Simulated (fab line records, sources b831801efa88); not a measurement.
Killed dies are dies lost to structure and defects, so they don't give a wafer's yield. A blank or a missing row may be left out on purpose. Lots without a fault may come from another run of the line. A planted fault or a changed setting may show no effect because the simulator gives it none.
Problem report in the 8D (eight disciplines) form, filled by code | flow sky130 | the parts of the form that need people (team, actions taken, sign-off) are left out

1. THE PROBLEM
developer_temp_C at SKY_LDD_P_DEVELOP_06 reads a mean of 25.27 C on 6 wafers of 2 lots; wafers without a fault read 23.00 C with a standard deviation of 0.11. That is +21 standard deviations from the usual mean.
The step: develop time 60 s.
First seen on wafer L612.2, day 23 13:01, on litho_track-04. The record holds 18 wafers of 6 lots with a number at this step. Rule for "out", or "out of limits": more than 4 standard deviations from the usual mean. The other wafers with a number count as sound.

2. WHAT IT IS AND WHAT IT IS NOT
question                    | is                     | is not
which readings at this step | developer_temp_C       | -
which lots                  | L612, L613             | L601, L606, L611, L622
which wafers of those lots  | all that have a number | -
read on which tools         | litho_track-04         | litho_track-02, litho_track-03
when                        | from day 23 13:01      | up to then (9 sound wafers); but 3 sound wafers of L622 came after

3. SUSPECTS, AND WHAT RULES EACH OUT
Counting: a tool at a process step up to the reading stays a suspect if it ran every lot that is out and no sound lot after the first of them.
- litho_track-04 at SKY_LDD_P_DEVELOP_06 (develop time 60 s): kept. It ran every lot that is out, first L612 (day 23 13:01), and no sound lot after that; its last sound lot up to then is L606 (day 21 15:48). Its own readings are out on those wafers: developer_temp_C.
Left after counting: litho_track-04 at SKY_LDD_P_DEVELOP_06.

4. THE CAUSE (what the simulator had put in)
Process parameter drift: litho_track-04, from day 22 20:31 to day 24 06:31, at SKY_LDD_P_DEVELOP_06. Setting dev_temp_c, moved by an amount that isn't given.
Counting left only this tool.

5. THE CHAIN OF EFFECTS, in route order
Each row: a reading whose mean over the struck wafers that have a number lies more than 3 standard deviations from the usual. Only readings for which the record gives a usual standard deviation are gone through. hours: the time from each lot's start at the first step in this table that gives one to its start at this step, as a median over the lots. sigmas: the change in usual standard deviations.
hours | step                 | reading          | usual   | on struck wafers | change | sigmas
0     | SKY_LDD_P_DEVELOP_06 | developer_temp_C | 23.00 C | 25.27            | +2.27  | +21
The process steps in it:
- SKY_LDD_P_DEVELOP_06: develop time 60 s.
Later measuring or inspecting steps at which every struck wafer that the step has a row for has a number for every such reading, and none has moved that far: SKY_LDD_P_CD_MEAS_07, SKY_LDD_P_OVL_MEAS_08.

6. WHAT WOULD HAVE CAUGHT IT SOONER
In this record the first reading out of limits was taken at day 23 13:01, 16 hours after the fault began at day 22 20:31.
